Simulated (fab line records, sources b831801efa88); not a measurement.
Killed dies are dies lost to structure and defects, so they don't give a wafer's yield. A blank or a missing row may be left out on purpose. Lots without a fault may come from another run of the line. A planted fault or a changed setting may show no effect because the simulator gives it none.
fab line records | flow sky130
record lots=13 wafers=39 last_day=50
route steps=708 shown SONOS_ONO@173 SD_N@352 LI_CONTACT@374 LOCAL_INTERCONNECT@399
lots that met no fault: from a run of the same line without faults
start_h: hours from the record's first day to the start of the lot's first wafer shown | wait_h: hours since the lot's step before | " the same as in the row above | L1.1+2: a row that stands for several wafers | - no value, or no start given | * or withheld: withheld | < > ~ a bound
route shown NAME@n: a module of which the file shows steps, and the number in the route of the first | usual: mean/standard deviation of fault-free wafers | same: alike in all rows | chamber/n: place in a boat | sites: the reading at each site | _std_site: their standard deviation | _edge_site: outer sites' mean less inner sites' | radius_mm: how far each site lies from the wafer's centre | mask NAME#n: copy n | behind: the tool/chamber that last shaped the wafer | hold: why the lot was held/for how many hours/how that ended | device: the transistor (n, p or np) that didn't switch | end of line: the same wafers' tests at the end of the route | a step without rows: its recipe alone | killed: dies lost to structure and defects at the first sort, not the wafer's yield | map: a wafer's dies, x killed, . not, _ none there
set.NAME: the setting as run; set.NAME@STEP: as run at that earlier step | model.NAME: the simulator's own value behind a step, which no gauge read
steps of the route over a sample of lots; a table a step, a row a wafer
services: from which hour (start_h, from the record's first day; less than 0 if before it) a tool's chamber was out of use, for how many hours, and why
## steps
# step SKY_SONOS_ONO_THK_MEAS_05
# recipe reads=SiO2_of_SONOS_ONO_CVD_04
# usual SONOS_ONO_CVD_04_THK=5.80/0.1
# columns lot.wafer tool chamber start_h wait_h SONOS_ONO_CVD_04_THK[nm]
L228.1 film_metro-03 - 266.55 0.0 5.72
L228.2 " - " " 5.77
L228.3 " - " " 5.70
L230.1 film_metro-02 - 287.96 0.0 5.93
L230.3 " - " " 5.89
L230.6 " - " " 5.78
L233.1 film_metro-02 - 301.93 0.0 5.68
L233.3 " - " " 5.71
L233.6 " - " " 5.66
L232.2 film_metro-03 - 303.69 0.0 5.57
L232.3 " - " " 5.75
L232.4 " - " " 5.73
L234.3 film_metro-02 - 321.03 0.0 5.73
L234.4 " - " " 5.64
L234.5 " - " " 5.64
L235.2 film_metro-03 - 323.27 0.0 5.86
L235.3 " - " " 5.83
L235.4 " - " " 5.85
L236.4 film_metro-04 - 336.90 0.0 5.80
L236.5 " - " " 5.89
L236.6 " - " " 5.78
L237.3 film_metro-04 - 339.20 0.0 5.88
L237.4 " - " " 5.83
L237.5 " - " " 5.84
L239.3 film_metro-03 - 365.73 0.0 5.94
L239.5 " - " " 5.89
L239.6 " - " " 5.94
L241.1 film_metro-03 - 374.50 0.0 5.99
L241.2 " - " " 5.87
L241.4 " - " " 6.02
L240.3 film_metro-04 - 374.52 0.0 6.00
L240.4 " - " " 6.00
L240.6 " - " " 6.04
L249.1 film_metro-02 - 424.19 0.0 5.72
L249.2 " - " " 5.81
L249.4 " - " " 5.65
L248.4 film_metro-03 - 424.22 0.0 5.88
L248.5 " - " " 5.84
L248.6 " - " " 5.73
# step SKY_SD_N_IMPLANT_10
# recipe species=P energy_kev=20 dose_cm2=1e+14 tilt_deg=0
# usual dose_ions_cm2=9.996e+13/1.1e+11 end_station_pressure_torr=5.36e-06/2.9e-07 faraday_current_uA=534/33
# columns lot.wafer tool chamber start_h wait_h dose_ions_cm2 end_station_pressure_torr faraday_current_uA
L228.1 implanter-01 0 656.59 0.1 9.983e+13 5.18e-06 502
L228.2 " 0 " " 9.985e+13 5.45e-06 500
L228.3 " 0 " " 1.0009e+14 5.36e-06 507
L230.1 implanter-02 0 678.79 0.1 1.001e+14 5.3e-06 578
L230.3 " 0 " " 1.0007e+14 4.6e-06 545
L230.6 " 0 " " 1.002e+14 5.46e-06 572
L232.2 implanter-04 0 699.71 0.1 1.0014e+14 5.51e-06 550
L232.3 " 0 " " 1.0007e+14 5.74e-06 555
L232.4 " 0 " " 9.989e+13 5.53e-06 557
L233.1 implanter-01 0 700.01 0.1 9.991e+13 5.1e-06 483
L233.3 " 0 " " 9.996e+13 5.51e-06 496
L233.6 " 0 " " 9.992e+13 4.9e-06 512
L234.3 implanter-04 0 719.62 0.1 9.997e+13 5.76e-06 573
L234.4 " 0 " " 1.0013e+14 5.75e-06 566
L234.5 " 0 " " 9.993e+13 5.08e-06 566
L235.2 implanter-04 0 721.40 0.1 9.992e+13 5.12e-06 565
L235.3 " 0 " " 1e+14 5.47e-06 558
L235.4 " 0 " " 1.0002e+14 5.28e-06 562
L236.4 implanter-02 0 733.19 0.1 9.994e+13 5.86e-06 563
L236.5 " 0 " " 1.0014e+14 6.11e-06 585
L236.6 " 0 " " 1.0002e+14 5.42e-06 586
L237.3 implanter-01 0 733.54 0.1 1e+14 5.17e-06 470
L237.4 " 0 " " 9.999e+13 5.27e-06 506
L237.5 " 0 " " 1.0007e+14 5.17e-06 500
L239.3 implanter-02 0 758.19 0.1 9.969e+13 5.97e-06 568
L239.5 " 0 " " 9.988e+13 5.57e-06 543
L239.6 " 0 " " 1.0006e+14 5.36e-06 558
L240.3 implanter-02 0 767.27 0.1 1.0008e+14 5.41e-06 551
L240.4 " 0 " " 9.997e+13 5.34e-06 555
L240.6 " 0 " " 1.0018e+14 5.21e-06 577
L241.1 implanter-01 0 769.31 0.1 9.995e+13 5.03e-06 513
L241.2 " 0 " " 9.997e+13 5.42e-06 485
L241.4 " 0 " " 9.991e+13 5.16e-06 490
L248.4 implanter-01 0 810.77 0.1 3.671e+13 5.03e-06 205
L248.5 " 0 " " 3.666e+13 5.05e-06 209
L248.6 " 0 " " 3.676e+13 5.17e-06 207
L249.1 implanter-01 0 815.12 0.1 3.7e+13 5.3e-06 210
L249.2 " 0 " " 3.68e+13 5.1e-06 210
L249.4 " 0 " " 3.681e+13 5.4e-06 210
# step SKY_SD_N_RS_MEAS_16
# recipe thk_meas_gauge=four-point-probe
# usual SD_N_RS=68.63/0.1
# columns lot.wafer tool chamber start_h wait_h SD_N_RS[ohm/sq]
L228.1 film_metro-01 - 657.13 0.1 68.57
L228.2 " - " " 68.57
L228.3 " - " " 68.58
L230.1 film_metro-04 - 679.32 0.1 68.68
L230.3 " - " " 68.70
L230.6 " - " " 68.79
L232.2 film_metro-04 - 700.25 0.1 68.55
L232.3 " - " " 68.34
L232.4 " - " " 68.52
L233.1 film_metro-02 - 700.55 0.1 68.65
L233.3 " - " " 68.65
L233.6 " - " " 68.88
L234.3 film_metro-04 - 720.15 0.1 68.66
L234.4 " - " " 68.55
L234.5 " - " " 68.63
L235.2 film_metro-04 - 721.92 0.1 68.46
L235.3 " - " " 68.49
L235.4 " - " " 68.55
L236.4 film_metro-01 - 733.71 0.1 68.67
L236.5 " - " " 68.50
L236.6 " - " " 68.71
L237.3 film_metro-04 - 734.06 0.1 68.52
L237.4 " - " " 68.61
L237.5 " - " " 68.67
L239.3 film_metro-04 - 758.72 0.1 68.72
L239.5 " - " " 68.49
L239.6 " - " " 68.77
L240.3 film_metro-02 - 767.79 0.1 68.61
L240.4 " - " " 68.57
L240.6 " - " " 68.65
L241.1 film_metro-02 - 769.85 0.1 68.64
L241.2 " - " " 68.62
L241.4 " - " " 68.75
L248.4 film_metro-01 - 811.28 0.1 69.95
L248.5 " - " " 69.96
L248.6 " - " " 69.86
L249.1 film_metro-01 - 815.65 0.1 70.06
L249.2 " - " " 70.08
L249.4 " - " " 70.15
# step SKY_LI_CONTACT_CD_MEAS_12
# recipe target_cd_nm=170
# usual cd_nm=169.8/1.6
# columns lot.wafer tool chamber start_h wait_h cd_nm
L228.1 cd_sem-01 - 686.93 - 169.2
L228.2 " - " " 169.9
L228.3 " - " " 168.6
L230.1 cd_sem-02 - 708.03 - 171.8
L230.3 " - " " 169.6
L230.6 " - " " 171.3
L232.2 cd_sem-02 - 728.25 - 169.9
L232.3 " - " " 169.5
L232.4 " - " " 169.6
L233.1 cd_sem-02 - 728.68 - 170.2
L233.3 " - " " 170.4
L233.6 " - " " 169.6
L234.3 cd_sem-02 - 748.50 - 171.0
L234.4 " - " " 171.7
L234.5 " - " " 172.3
L235.2 cd_sem-02 - 750.25 - 169.3
L235.3 " - " " 169.8
L235.4 " - " " 170.2
L236.4 cd_sem-02 - 761.94 - 168.5
L236.5 " - " " 169.3
L236.6 " - " " 168.8
L237.3 cd_sem-01 - 762.62 - 170.6
L237.4 " - " " 168.7
L237.5 " - " " 170.2
L239.3 cd_sem-02 - 787.05 - 165.7
L239.5 " - " " 166.8
L239.6 " - " " 166.9
L240.3 cd_sem-01 - 795.85 - 168.6
L240.4 " - " " 168.4
L240.6 " - " " 169.2
L241.1 cd_sem-01 - 797.13 - 171.0
L241.2 " - " " 170.5
L241.4 " - " " 171.4
L248.4 cd_sem-01 - 838.29 - 170.2
L248.5 " - " " 170.1
L248.6 " - " " 171.2
L249.1 cd_sem-01 - 843.78 - 168.3
L249.2 " - " " 168.5
L249.4 " - " " 167.4
# step SKY_LOCAL_INTERCONNECT_OVL_MEAS_12
# usual LOCAL_INTERCONNECT_OVL=-3/5.7
# columns lot.wafer tool chamber start_h wait_h LOCAL_INTERCONNECT_OVL[nm]
L228.1 overlay-02 - 715.95 0.1 -12
L228.2 " - " " -13
L228.3 " - " " -8
L230.1 overlay-01 - 736.25 0.1 -7
L230.3 " - " " -5
L230.6 " - " " -2
L232.2 overlay-01 - 757.01 0.1 2
L232.3 " - " " 8
L232.4 " - " " -3
L233.1 overlay-01 - 757.65 0.1 -4
L233.3 " - " " -13
L233.6 " - " " -12
L234.3 overlay-01 - 778.21 0.1 0
L234.4 " - " " 5
L234.5 " - " " 3
L235.2 overlay-02 - 779.14 0.1 -4
L235.3 " - " " -3
L235.4 " - " " -4
L236.4 overlay-01 - 790.00 0.1 -9
L236.5 " - " " 0
L236.6 " - " " -2
L237.3 overlay-01 - 790.95 0.1 9
L237.4 " - " " 2
L237.5 " - " " 5
L239.3 overlay-02 - 814.82 0.1 3
L239.5 " - " " 1
L239.6 " - " " -4
L240.3 overlay-02 - 824.87 0.1 3
L240.4 " - " " 6
L240.6 " - " " 1
L241.1 overlay-01 - 825.53 0.1 -10
L241.2 " - " " -16
L241.4 " - " " -11
L248.4 overlay-01 - 866.00 0.1 -1
L248.5 " - " " 3
L248.6 " - " " 0
L249.1 overlay-01 - 871.90 0.1 -13
L249.2 " - " " -4
L249.4 " - " " -7
## services
# columns tool chamber start_h hours kind
implanter-02 - 640.31 12.2 pm
implanter-02 - 684.53 4.3 repair
implanter-04 - 685.81 2.6 repair
implanter-04 - 708.64 2.4 repair
## key
first_sign step=SKY_SD_N_IMPLANT_10 reading=dose_ions_cm2 direction=down sigmas=99+ usual=* struck=*
effect step=SKY_SD_N_IMPLANT_10 reading=faraday_current_uA direction=down sigmas=9.8 usual=534 struck=208
effect step=SKY_SD_N_RS_MEAS_16 reading=SD_N_RS direction=up sigmas=14 usual=68.63 struck=70.01
met_at SKY_SD_N_IMPLANT_10
struck_lots L248,L249
tester_left_out L248,L249
not_acting_at SKY_SONOS_ONO_THK_MEAS_05,SKY_LI_CONTACT_CD_MEAS_12,SKY_LOCAL_INTERCONNECT_OVL_MEAS_12
onset_between 769.31 810.77
fault kind=process_parameter_drift tool=implanter-01 chamber=- onset_h=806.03 steps=SKY_SD_N_IMPLANT_10 channel=dose_cm2 offset=* shape=step end_h=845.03 acts_in=* stated=*
# tester_left_out: of these lots the tester's yield and bins aren't shown, on N5 and GAA mostly nor the transistor test; their killed dies are dies lost to structure and defects alone, not to doping, threshold or leakage, so they don't give the yield
